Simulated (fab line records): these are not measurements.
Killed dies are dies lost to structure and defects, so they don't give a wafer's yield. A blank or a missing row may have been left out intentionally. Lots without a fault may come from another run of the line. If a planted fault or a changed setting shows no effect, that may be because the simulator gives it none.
Which tool is to blame? / flow sky130 / Sampling: 10 lots, 30 wafers, 2 of 708 route steps

WHAT THE GAUGES READ, wafer by wafer
SKY_METAL4_CD_MEAS_13: target cd 300 nm. Usual: cdNm at 299.9 nm, with a standard deviation of 1.6.
lot=L958; measured=day 43 00:24; on=cdSem-01; cdNm (nm)=297.0 297.8 298.1; flag=
lot=L959; measured=day 43 03:19; on=cdSem-02; cdNm (nm)=299.8 299.1 300.6; flag=
lot=L961; measured=day 43 13:32; on=cdSem-01; cdNm (nm)=296.9 297.2 296.0; flag=
lot=L962; measured=day 44 04:19; on=cdSem-02; cdNm (nm)=301.5 301.8 300.4; flag=
lot=L963; measured=day 44 07:49; on=cdSem-02; cdNm (nm)=297.9 297.3 297.6; flag=
lot=L966; measured=day 44 22:17; on=cdSem-02; cdNm (nm)=301.0 300.6 301.7; flag=
lot=L967; measured=day 45 05:17; on=cdSem-02; cdNm (nm)=297.4 299.8 300.5; flag=
lot=L972; measured=day 46 20:14; on=cdSem-01; cdNm (nm)=301.6 300.7 300.1; flag=
lot=L978; measured=day 48 05:11; on=cdSem-01; cdNm (nm)=300.7 300.9 300.6; flag=
lot=L976; measured=day 48 08:39; on=cdSem-01; cdNm (nm)=301.6 301.1 300.4; flag=

SKY_VIA4_RS_MEAS_19: measurement is done with a four-point probe. Usual: VIA4_W_RS typically reads 0.225 ohm/sq, with standard deviation 0.0032.
lot=L958; measured=day 44 02:46; on=filmMetro-01; VIA4_W_RS (ohm/sq)=0.226 0.229 0.225; flag=
lot=L959; measured=day 44 05:01; on=filmMetro-01; VIA4_W_RS (ohm/sq)=0.228 0.231 0.230; flag=
lot=L961; measured=day 44 15:06; on=filmMetro-03; VIA4_W_RS (ohm/sq)=0.226 0.221 0.227; flag=
lot=L962; measured=day 45 05:02; on=filmMetro-01; VIA4_W_RS (ohm/sq)=0.219 0.225 0.220; flag=
lot=L963; measured=day 45 09:22; on=filmMetro-01; VIA4_W_RS (ohm/sq)=0.227 0.228 0.221; flag=
lot=L966; measured=day 45 23:19; on=filmMetro-02; VIA4_W_RS (ohm/sq)=0.230 0.227 0.229; flag=
lot=L967; measured=day 46 05:31; on=filmMetro-01; VIA4_W_RS (ohm/sq)=0.228 0.231 0.222; flag=
lot=L972; measured=day 47 19:14; on=filmMetro-01; VIA4_W_RS (ohm/sq)=0.222 0.225 0.220; flag=
lot=L978; measured=day 49 02:13; on=filmMetro-01; VIA4_W_RS (ohm/sq)=0.227 0.221 0.226; flag=
lot=L976; measured=day 49 05:06; on=filmMetro-03; VIA4_W_RS (ohm/sq)=0.223 0.223 0.229; flag=

WHAT TOOL EACH LOT RAN ON (gives the tool, then ch and the chambers of the sampled wafers, and finally the start)
No process step before these readings appears in the record.

AS READ BY THE TOOLS THEMSELVES (means over the sampled wafers that have a number; for cases with no such wafer, the mark the record gives instead)
The record holds no such reading with a usual standard deviation.

THE ANSWER, worked out from the rows above alone
Rule: lot off if the mean of its wafers having a number is beyond 3 standard deviations from the usual mean. Also off: a lot with no number at a reading for which 4 or more lots have one. Any other lot the step has rows for is counted as sound. Order of review: gauges by route order, followed by the tools' own readings, for which a lot's mean as printed above is used. At the first step where some lot is off, the reading lying furthest off is the one used; lots without a number count as furthest.
None of the lots is off at any reading shown; this tells nothing.

WHAT THE SIMULATOR HAD INSERTED
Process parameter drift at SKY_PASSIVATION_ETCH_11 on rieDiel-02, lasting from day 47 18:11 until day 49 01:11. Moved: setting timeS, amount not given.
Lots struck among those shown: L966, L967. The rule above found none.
